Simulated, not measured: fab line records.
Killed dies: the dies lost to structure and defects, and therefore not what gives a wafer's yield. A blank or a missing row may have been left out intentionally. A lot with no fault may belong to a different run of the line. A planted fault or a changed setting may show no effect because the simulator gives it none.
One fault seen from 2 desks    flow sky130    every desk sees just its own numbers, and what lay behind them comes last

## THE TOOL OWNER'S DESK: litho_track-04
The tool's own readings at SKY_PAD_OPEN_SOFTBAKE_03: means of the sampled wafers that have a number, for each lot that ran on this tool. Marked OUT: a lot whose mean sits more than 4 standard deviations from the usual mean, which makes it out of limits; the brackets give that distance.
Columns: A = heater_power_total_W at SKY_PAD_OPEN_SOFTBAKE_03, usual 65.33 W; B = plate_temp_C at SKY_PAD_OPEN_SOFTBAKE_03, usual 110.02 C
lot   first seen here  A                 B
L834  day 47 23:00     65.27             109.91
L838  day 48 19:14     64.12 (-8.6) OUT  108.39 (-13) OUT
L839  day 49 00:20     64.18 (-8.2) OUT  108.72 (-10) OUT
L840  day 49 06:29     64.23 (-7.9) OUT  108.44 (-12) OUT
This desk's verdict: out of limits on L838, L839, L840, starting with L838 at day 48 19:14 (heater_power_total_W at SKY_PAD_OPEN_SOFTBAKE_03). Within limits: L834.

## FROM THE METROLOGY DESK
Lot by lot, what the gauges showed, no matter which tool ran the lot: averages of those sampled wafers that carry a number. Marked OUT: a lot whose mean sits more than 4 standard deviations from the usual mean, which makes it out of limits; the brackets give that distance.
Columns: A = cd_nm at SKY_POLY_CUT_CD_MEAS_08, usual 269.7 nm; B = cd_nm at SKY_SD_P_CD_MEAS_07, usual 380.9 nm
lot   first seen here  A      B
L825  day 24 19:15     270.3  378.5
L826  day 25 02:17     271.7  378.3
L829  day 25 23:43     269.7  383.7
L831  day 27 12:34     270.5  378.1
L833  day 27 15:25     271.4  382.1
L835  day 28 01:31     266.6  382.8
L834  day 28 05:16     268.6  380.3
L838  day 29 11:16     269.4  379.4
L839  day 29 14:17     269.8  380.4
L840  day 30 01:43     271.5  383.2
L841  day 30 02:29     268.1  380.1
L847  day 32 05:04     271.2  379.6
Result from this desk: across the 12 lots, nothing is out of limits.

## PUT TOGETHER
At day 48 19:14, on L838, L839, L840, the tool owner's desk was in a position to raise an alarm.
At the metrology desk, nothing out of limits was observed.
The metrology desk has L838, L839, L840 on record, within its limits.
SKY_PAD_OPEN_SOFTBAKE_03 was run on litho_track-04 by each of the lots named.

## WHAT THE SIMULATOR HAD INSERTED
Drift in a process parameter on litho_track-04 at SKY_PAD_OPEN_SOFTBAKE_03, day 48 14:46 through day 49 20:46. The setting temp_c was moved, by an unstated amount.
Struck lots among those shown: L838, L839, L840.
Delay in hours, fault start to first out-of-limits reading, by desk: the tool owner's desk at 4.
